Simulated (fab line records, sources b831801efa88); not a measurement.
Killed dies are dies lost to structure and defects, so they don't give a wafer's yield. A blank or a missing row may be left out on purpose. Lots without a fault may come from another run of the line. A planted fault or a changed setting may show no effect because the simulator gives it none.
Which tool did it? | flow gf180mcu | 14 lots, 39 wafers sampled, at 4 steps of a route of 602

WHAT THE GAUGES READ, wafer by wafer
GF_HV_LDD_OVL_MEAS_08. Usual: HV_LDD_OVL -0.4 nm, standard deviation 1.5.
lot  | measured     | on         | HV_LDD_OVL (nm) | flag
L353 | day 9 22:55  | overlay-01 | -2.8 -1.9 -1.0  |
L355 | day 10 13:46 | overlay-01 | -0.3 -0.8 -0.1  |
L356 | day 10 22:07 | overlay-02 | 1.1 0.4 -1.3    |
L357 | day 11 05:19 | overlay-01 | 1.6 -3.1 0.3    |
L358 | day 11 14:05 | overlay-02 | -0.2 -2.6 -0.7  |
L359 | day 11 22:34 | overlay-01 | 1.1 4.4 1.1     |
L368 | day 14 15:17 | overlay-01 | -2.1 -2.3       |
L369 | day 15 00:10 | overlay-02 | -0.8 -1.8       |
L370 | day 15 05:38 | overlay-02 | 1.2 -0.3        |
L371 | day 15 12:59 | overlay-02 | -0.5 -1.8 1.0   |
L372 | day 15 19:23 | overlay-02 | -0.5 -0.2 -0.7  |
L373 | day 16 05:02 | overlay-02 | 1.3 0.3 1.0     |
L374 | day 16 12:10 | overlay-01 | 0.5 -1.3 -1.5   |
L375 | day 16 19:09 | overlay-02 | 1.1 -0.6 0.2    |

GF_V1_BOW_MEAS_05. Usual: V1_BOW 82 um, standard deviation 7.3.
lot  | measured     | on            | V1_BOW (um) | flag
L353 | day 17 02:13 | film_metro-02 | 77 79 72    |
L355 | day 17 21:54 | film_metro-03 | 80 89 77    |
L356 | day 18 08:42 | film_metro-02 | 89 94 85    |
L357 | day 18 15:55 | film_metro-04 | 74 74 83    |
L358 | day 19 03:58 | film_metro-03 | 80 73 84    |
L359 | day 19 15:14 | film_metro-04 | 85 86 80    |
L368 | day 22 19:04 | film_metro-04 | 88 91       |
L369 | day 23 05:06 | film_metro-04 | 90 81       |
L370 | day 23 10:17 | film_metro-02 | 90 78       |
L371 | day 23 17:51 | film_metro-02 | 86 75 85    |
L372 | day 24 00:48 | film_metro-03 | 88 81 76    |
L373 | day 24 10:33 | film_metro-02 | 94 83 94    |
L374 | day 24 16:14 | film_metro-02 | 92 80 71    |
L375 | day 24 22:21 | film_metro-02 | 86 80 86    |

WHICH TOOL RAN EACH LOT (tool, then ch and the chambers of the sampled wafers, then the start)
lot  | GF_NSD_STRIP_11                      | GF_SAB_ETCH_11
L353 | plasma_asher-04 ch 0,1, day 13 07:20 | rie_diel-04 ch 0,1,3, day 15 01:28
L355 | plasma_asher-04 ch 0,1, day 13 23:32 | rie_diel-02 ch 2,3, day 15 19:16
L356 | plasma_asher-04 ch 0,1, day 14 09:47 | rie_diel-02 ch 0,1,2, day 16 05:42
L357 | plasma_asher-03 ch 0,1, day 14 17:26 | rie_diel-03 ch 0,1,3, day 16 13:53
L358 | plasma_asher-04 ch 0,1, day 15 03:59 | rie_diel-03 ch 0,1,2, day 17 00:34
L359 | plasma_asher-03 ch 0,1, day 15 13:15 | rie_diel-02 ch 1,2,3, day 17 11:10
L368 | plasma_asher-03 ch 1, day 18 14:34   | rie_diel-02 ch 1, day 20 15:06
L369 | plasma_asher-02 ch 0, day 18 23:54   | rie_diel-02 ch 0,1, day 21 01:35
L370 | plasma_asher-04 ch 0, day 19 06:19   | rie_diel-02 ch 0,2, day 21 07:13
L371 | plasma_asher-02 ch 0,1, day 19 14:37 | rie_diel-04 ch 1,2,3, day 21 15:42
L372 | plasma_asher-03 ch 0,1, day 19 21:12 | rie_diel-04 ch 0,1,2, day 21 21:57
L373 | plasma_asher-03 ch 0,1, day 20 08:33 | rie_diel-03 ch 2,3, day 22 09:04
L374 | plasma_asher-03 ch 0,1, day 20 16:12 | rie_diel-04 ch 0,2,3, day 22 15:21
L375 | plasma_asher-04 ch 0,1, day 20 22:10 | rie_diel-04 ch 1,2, day 22 20:58
- GF_NSD_STRIP_11: strips in O2/N2.
- GF_SAB_ETCH_11: etches SiO2 in C4F8/O2/Ar, target depth 55 nm, time 8.5 s.

WHAT THE TOOLS THEMSELVES READ (means of the sampled wafers that have a number; where no wafer has one, the mark that the record gives instead)
GF_NSD_STRIP_11. Usual: chamber_pressure_mTorr 1500 mTorr, standard deviation 3.6; drypump_motor_current_A 5.8 A, standard deviation 0.42; heater_power_w 342 W, standard deviation 33; oes_product_au 0.487 a.u., standard deviation 0.004; strip_time_to_endpoint_s 22.96 s, standard deviation 0.036.
lot  | tool            | chamber_pressure_mTorr (mTorr) | drypump_motor_current_A (A) | heater_power_w (W) | oes_product_au (a.u.) | strip_time_to_endpoint_s (s) | flag
L353 | plasma_asher-04 | 1499                           | 6.1                         | 322                | 0.487                 | 22.98                        |
L355 | plasma_asher-04 | 1500                           | 6.3                         | 329                | 0.487                 | 22.99                        |
L356 | plasma_asher-04 | 1500                           | 6.1                         | 326                | 0.486                 | 23.00                        |
L357 | plasma_asher-03 | 1500                           | 5.5                         | 353                | 0.488                 | 22.92                        |
L358 | plasma_asher-04 | 1501                           | 6.1                         | 325                | 0.489                 | 22.99                        |
L359 | plasma_asher-03 | 1498                           | 5.8                         | 355                | 0.489                 | 22.94                        |
L368 | plasma_asher-03 | 1501                           | 5.3                         | 350                | 0.491                 | 23.00                        |
L369 | plasma_asher-02 | 1500                           | 5.8                         | 291                | 0.489                 | 22.95                        |
L370 | plasma_asher-04 | 1501                           | 5.9                         | 322                | 0.485                 | 22.95                        |
L371 | plasma_asher-02 | 1498                           | 5.7                         | 329                | 0.487                 | 22.94                        |
L372 | plasma_asher-03 | 1500                           | 5.8                         | 362                | 0.492                 | 22.94                        |
L373 | plasma_asher-03 | 1502                           | 5.8                         | 357                | 0.486                 | 22.98                        |
L374 | plasma_asher-03 | 1500                           | 5.8                         | 359                | 0.486                 | 22.93                        |
L375 | plasma_asher-04 | 1499                           | 6.1                         | 325                | 0.492                 | 22.90                        |

GF_SAB_ETCH_11. Usual: chamber_pressure_mTorr 40.00 mTorr, standard deviation 0.037; oes_product_au 1.000 a.u., standard deviation 0.0065.
lot  | tool        | chamber_pressure_mTorr (mTorr) | oes_product_au (a.u.) | flag
L353 | rie_diel-04 | 40.01                          | 0.999                 |
L355 | rie_diel-02 | 39.98                          | 1.007                 |
L356 | rie_diel-02 | 40.00                          | 1.005                 |
L357 | rie_diel-03 | 40.03                          | 0.999                 |
L358 | rie_diel-03 | 39.97                          | 0.999                 |
L359 | rie_diel-02 | 39.96                          | 0.999                 |
L368 | rie_diel-02 | 40.00                          | 0.946                 | OFF
L369 | rie_diel-02 | 39.98                          | 0.951                 | OFF
L370 | rie_diel-02 | 39.94                          | 0.901                 | OFF
L371 | rie_diel-04 | 39.99                          | 0.994                 |
L372 | rie_diel-04 | 39.96                          | 0.995                 |
L373 | rie_diel-03 | 39.98                          | 0.995                 |
L374 | rie_diel-04 | 40.01                          | 0.996                 |
L375 | rie_diel-04 | 40.02                          | 0.998                 |

THE ANSWER, worked out from the rows above alone
Rule: a lot is off if the mean of its wafers that have a number lies more than 3 standard deviations from the usual mean. A lot without any number at a reading at which 4 lots or more have one is off too. The other lots that the step has rows for count as sound. The gauges are gone through in route order, then the tools' own readings, and for those a lot's mean is taken as printed above. The first step at which some lot is off is used, and at that step the reading that is off furthest; a lot without a number counts as furthest.
Off: L368, L369, L370, at GF_SAB_ETCH_11 (oes_product_au).
A tool fits if, at that step or a process step before it, it ran every lot that is off, and no sound lot after the first of them. One fits: rie_diel-02 at GF_SAB_ETCH_11. Its last sound lot is L359 (day 17 11:10), its first lot that is off L368 (day 20 15:06): a fault that began between those two fits.
The tool's own readings at GF_SAB_ETCH_11 bear it out: on the lots that are off they differ by more than 5 times the standard deviation of the sound lots' means. oes_product_au reads 0.933 a.u. there against 0.999 a.u. on the sound lots.

WHAT THE SIMULATOR HAD PUT IN
Process parameter drift: rie_diel-02, from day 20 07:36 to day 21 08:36, at GF_SAB_ETCH_11. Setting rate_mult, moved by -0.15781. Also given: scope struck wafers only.
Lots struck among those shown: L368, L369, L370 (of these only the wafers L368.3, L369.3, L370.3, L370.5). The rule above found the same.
